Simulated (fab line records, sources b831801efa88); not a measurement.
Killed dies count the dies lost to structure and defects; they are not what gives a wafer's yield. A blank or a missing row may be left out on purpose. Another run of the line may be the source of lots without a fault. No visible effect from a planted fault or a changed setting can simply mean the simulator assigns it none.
Which tool is to blame? + flow sky130 + 12 lots with 36 wafers sampled at 5 steps, on a route of 708 steps

== WHAT THE GAUGES SHOWED, per wafer ==
The record holds no reading of a measuring or inspecting step that can be judged against a usual standard deviation.

== TOOL THAT RAN EACH LOT (tool first, then ch and the chambers of the sampled wafers, then the start) ==
| lot  | SKY_POLY_GATE_ETCH_16             | SKY_METAL5_DESCUM_14             | SKY_PASSIVATION_ETCH_11           | SKY_PAD_OPEN_ETCH_07              | SKY_PAD_OPEN_PROBE_99   |
|------|-----------------------------------|----------------------------------|-----------------------------------|-----------------------------------|-------------------------|
| L630 | rieDiel-04 ch 2,3, day 16 12:51   | rieMetal-01 ch 0,1, day 44 00:47 | rieDiel-04 ch 1,2, day 44 23:53   | rieDiel-02 ch 0,1, day 45 21:59   | prober-01, day 46 00:21 |
| L631 | rieDiel-02 ch 1,2,3, day 16 20:37 | rieMetal-03 ch 1, day 44 10:02   | rieDiel-02 ch 1,2,3, day 45 09:32 | rieDiel-03 ch 1,2,3, day 46 06:41 | prober-02, day 46 09:01 |
| L632 | rieDiel-02 ch 0,1,2, day 17 04:17 | rieMetal-02 ch 0,1, day 44 13:08 | rieDiel-01 ch 0,2,3, day 45 12:17 | rieDiel-03 ch 1,2,3, day 46 10:03 | prober-01, day 46 12:31 |
| L634 | rieDiel-04 ch 1,2, day 17 19:27   | rieMetal-03 ch 1, day 44 19:32   | rieDiel-01 ch 1,3, day 45 18:34   | rieDiel-04 ch 1,3, day 46 15:53   | prober-02, day 46 18:14 |
| L633 | rieDiel-03 ch 0,1,2, day 17 19:49 | rieMetal-03 ch 0,1, day 45 01:38 | rieDiel-02 ch 0,1,3, day 45 23:32 | rieDiel-03 ch 0,1,2, day 46 19:26 | prober-01, day 46 21:47 |
| L636 | rieDiel-03 ch 1,3, day 18 17:02   | rieMetal-01 ch 0,1, day 45 16:04 | rieDiel-02 ch 1,2, day 46 14:27   | rieDiel-03 ch 0,1,2, day 47 10:30 | prober-01, day 47 12:53 |
| L644 | rieDiel-03 ch 0,1,2, day 21 18:35 | rieMetal-01 ch 0,1, day 47 15:59 | rieDiel-02 ch 0,3, day 48 12:19   | rieDiel-02 ch 0,2,3, day 49 07:05 | prober-02, day 49 09:29 |
| L645 | rieDiel-03 ch 0,2, day 22 08:44   | rieMetal-03 ch 0,1, day 48 01:42 | rieDiel-02 ch 1,2, day 48 21:10   | rieDiel-02 ch 0,3, day 49 14:21   | prober-02, day 49 16:46 |
| L650 | rieDiel-02 ch 1,2, day 24 07:41   | rieMetal-02 ch 0,1, day 49 07:26 | rieDiel-02 ch 0,2,3, day 50 01:34 | rieDiel-03 ch 0,2,3, day 50 17:26 | prober-01, day 50 19:50 |
| L653 | rieDiel-02 ch 1,3, day 24 20:50   | rieMetal-02 ch 0,1, day 49 16:17 | rieDiel-01 ch 0,1, day 50 09:54   | rieDiel-02 ch 0,1,3, day 51 01:18 | prober-01, day 51 04:37 |
| L651 | rieDiel-04 ch 0,1,3, day 24 21:40 | rieMetal-03 ch 0,1, day 49 15:59 | rieDiel-04 ch 0,2,3, day 50 08:52 | rieDiel-04 ch 0,2,3, day 51 00:47 | prober-02, day 51 03:10 |
| L652 | rieDiel-03 ch 0,2,3, day 24 23:06 | rieMetal-02 ch 0,1, day 49 19:20 | rieDiel-01 ch 0,1,3, day 50 13:19 | rieDiel-02 ch 0,1,2, day 51 03:51 | prober-02, day 51 06:10 |
- SKY_POLY_GATE_ETCH_16: etches Si3N4 in CH3F/O2, stops on poly-Si, time 147.5 s, target depth 75 nm.
- SKY_METAL5_DESCUM_14: chemistry O2, time 11 s.
- SKY_PASSIVATION_ETCH_11: etches the open film in CF4/O2, stops on AlCu, target depth 725 nm, time 161.1 s.
- SKY_PAD_OPEN_ETCH_07: etches the open film in CF4/O2, stops on AlCu, target depth 725 nm, time 161.1 s.
- SKY_PAD_OPEN_PROBE_99

== WHAT THE TOOLS THEMSELVES READ (means of the sampled wafers that have a number; where no wafer has one, the mark that the record gives instead) ==
SKY_POLY_GATE_ETCH_16.
| lot  | tool       | drypumpMotorCurrentA (A) | oesProductAu (a.u.) | throttleValvePct (%) |
|------|------------|--------------------------|---------------------|----------------------|
| L630 | rieDiel-04 | 5.9                      | 0.639               | 10.543               |
| L631 | rieDiel-02 | 6.0                      | 0.644               | 10.539               |
| L632 | rieDiel-02 | 5.5                      | 0.643               | 10.530               |
| L634 | rieDiel-04 | 5.8                      | 0.638               | 10.529               |
| L633 | rieDiel-03 | 5.7                      | 0.646               | 10.536               |
| L636 | rieDiel-03 | 5.2                      | 0.647               | 10.528               |
| L644 | rieDiel-03 | 5.7                      | 0.642               | 10.538               |
| L645 | rieDiel-03 | 5.8                      | 0.640               | 10.532               |
| L650 | rieDiel-02 | 5.9                      | 0.637               | 10.532               |
| L653 | rieDiel-02 | 6.0                      | 0.646               | 10.533               |
| L651 | rieDiel-04 | 5.7                      | 0.636               | 10.534               |
| L652 | rieDiel-03 | 5.7                      | 0.647               | 10.533               |

SKY_METAL5_DESCUM_14.
| lot  | tool        | drypumpMotorCurrentA (A) | oesProductAu (a.u.) |
|------|-------------|--------------------------|---------------------|
| L630 | rieMetal-01 | 5.5                      | 1.006               |
| L631 | rieMetal-03 | 6.1                      | 0.998               |
| L632 | rieMetal-02 | 5.0                      | 0.999               |
| L634 | rieMetal-03 | 6.1                      | 1.000               |
| L633 | rieMetal-03 | 5.9                      | 1.013               |
| L636 | rieMetal-01 | 5.6                      | 1.007               |
| L644 | rieMetal-01 | 5.5                      | 1.003               |
| L645 | rieMetal-03 | 5.9                      | 1.006               |
| L650 | rieMetal-02 | 5.0                      | 1.004               |
| L653 | rieMetal-02 | 5.0                      | 0.999               |
| L651 | rieMetal-03 | 5.6                      | 1.011               |
| L652 | rieMetal-02 | 5.0                      | 1.002               |

SKY_PASSIVATION_ETCH_11.
| lot  | tool       | drypumpMotorCurrentA (A) | oesProductAu (a.u.) | throttleValvePct (%) |
|------|------------|--------------------------|---------------------|----------------------|
| L630 | rieDiel-04 | 5.8                      | 0.977               | 5.959                |
| L631 | rieDiel-02 | 6.1                      | 0.974               | 5.964                |
| L632 | rieDiel-01 | 5.8                      | 0.972               | 5.956                |
| L634 | rieDiel-01 | 5.6                      | 0.980               | 5.964                |
| L633 | rieDiel-02 | 5.7                      | 0.970               | 5.963                |
| L636 | rieDiel-02 | 6.0                      | 0.973               | 5.964                |
| L644 | rieDiel-02 | 5.4                      | 0.980               | 5.964                |
| L645 | rieDiel-02 | 5.9                      | 0.979               | 5.966                |
| L650 | rieDiel-02 | 5.7                      | 0.980               | 5.971                |
| L653 | rieDiel-01 | 5.5                      | 0.978               | 5.971                |
| L651 | rieDiel-04 | 5.8                      | 0.972               | 5.963                |
| L652 | rieDiel-01 | 5.7                      | 0.962               | 5.970                |

SKY_PAD_OPEN_ETCH_07.
| lot  | tool       | drypumpMotorCurrentA (A) | oesProductAu (a.u.) | throttleValvePct (%) |
|------|------------|--------------------------|---------------------|----------------------|
| L630 | rieDiel-02 | 5.5                      | 0.973               | 5.966                |
| L631 | rieDiel-03 | 5.5                      | 0.977               | 5.954                |
| L632 | rieDiel-03 | 5.5                      | 0.970               | 5.970                |
| L634 | rieDiel-04 | 5.8                      | 0.973               | 5.959                |
| L633 | rieDiel-03 | 5.7                      | 0.975               | 5.967                |
| L636 | rieDiel-03 | 5.7                      | 0.973               | 5.965                |
| L644 | rieDiel-02 | 5.7                      | 0.986               | 5.963                |
| L645 | rieDiel-02 | 5.8                      | 0.980               | 5.963                |
| L650 | rieDiel-03 | 5.7                      | 0.984               | 5.956                |
| L653 | rieDiel-02 | 5.7                      | 0.979               | 5.958                |
| L651 | rieDiel-04 | 5.8                      | 0.973               | 5.967                |
| L652 | rieDiel-02 | 5.6                      | 0.960               | 5.954                |

SKY_PAD_OPEN_PROBE_99.
| lot  | tool      | killed_at_M0_to_M3 | killed_at_M4_up | killedAtContacts | killedAtFrontEnd | killedAtOther | killedDies | killedOpen | killedShort |
|------|-----------|--------------------|-----------------|------------------|------------------|---------------|------------|------------|-------------|
| L630 | prober-01 | 44                 | 3.7             | 22               | 15               | 2.0           | 86         | 40         | 45          |
| L631 | prober-02 | 43                 | 4.0             | 25               | 17               | 0.0           | 89         | 49         | 40          |
| L632 | prober-01 | 50                 | 5.0             | 25               | 19               | 0.3           | 98         | 46         | 52          |
| L634 | prober-02 | 48                 | 2.7             | 26               | 19               | 0.3           | 96         | 55         | 40          |
| L633 | prober-01 | 37                 | 4.7             | 26               | 14               | 0.7           | 82         | 42         | 39          |
| L636 | prober-01 | 46                 | 5.7             | 24               | 14               | 0.0           | 90         | 51         | 38          |
| L644 | prober-02 | 40                 | 1.3             | 22               | 37               | 1.3           | 102        | 45         | 36          |
| L645 | prober-02 | 46                 | 3.0             | 20               | 50               | 0.7           | 120        | 46         | 36          |
| L650 | prober-01 | 46                 | 2.3             | 27               | 13               | 0.7           | 89         | 47         | 41          |
| L653 | prober-01 | 42                 | 2.0             | 29               | 14               | 0.3           | 87         | 43         | 44          |
| L651 | prober-02 | 44                 | 2.3             | 24               | 17               | 0.0           | 87         | 50         | 37          |
| L652 | prober-02 | 36                 | 3.0             | 26               | 12               | 0.0           | 77         | 41         | 36          |

== THE ANSWER, worked out from the rows above alone ==
Rule: the usual values come from the lots themselves. Put in order of their means at a reading, lots are off if they are a third of the lots or fewer, leave a main group of 4 or more, and stand apart from it by a gap of 3 or more times the standard deviation of the main group's means; of several such gaps the widest counts. Not used: any main group whose means are identical at the precision the tables above print for the reading. Also off: a lot with no number at a reading for which 4 or more lots have one. Where the step has rows for the other lots, those lots are counted as sound. The gauges are gone through in route order, then the tools' own readings, and for those a lot's mean is taken as printed above. The first step at which some lot is off is used, and at that step the reading that is off furthest; a lot without a number counts as furthest.
Off: L644, L645 (SKY_PAD_OPEN_PROBE_99, killedAtFrontEnd). Mean 15 and standard deviation 2.3 in the main group.
If a tool, at that step or one of the process steps before it, ran each lot that is off and ran no sound lot following the first of them, it fits. Not one of the candidates tried fits.

== WHAT HAD BEEN PUT IN BY THE SIMULATOR ==
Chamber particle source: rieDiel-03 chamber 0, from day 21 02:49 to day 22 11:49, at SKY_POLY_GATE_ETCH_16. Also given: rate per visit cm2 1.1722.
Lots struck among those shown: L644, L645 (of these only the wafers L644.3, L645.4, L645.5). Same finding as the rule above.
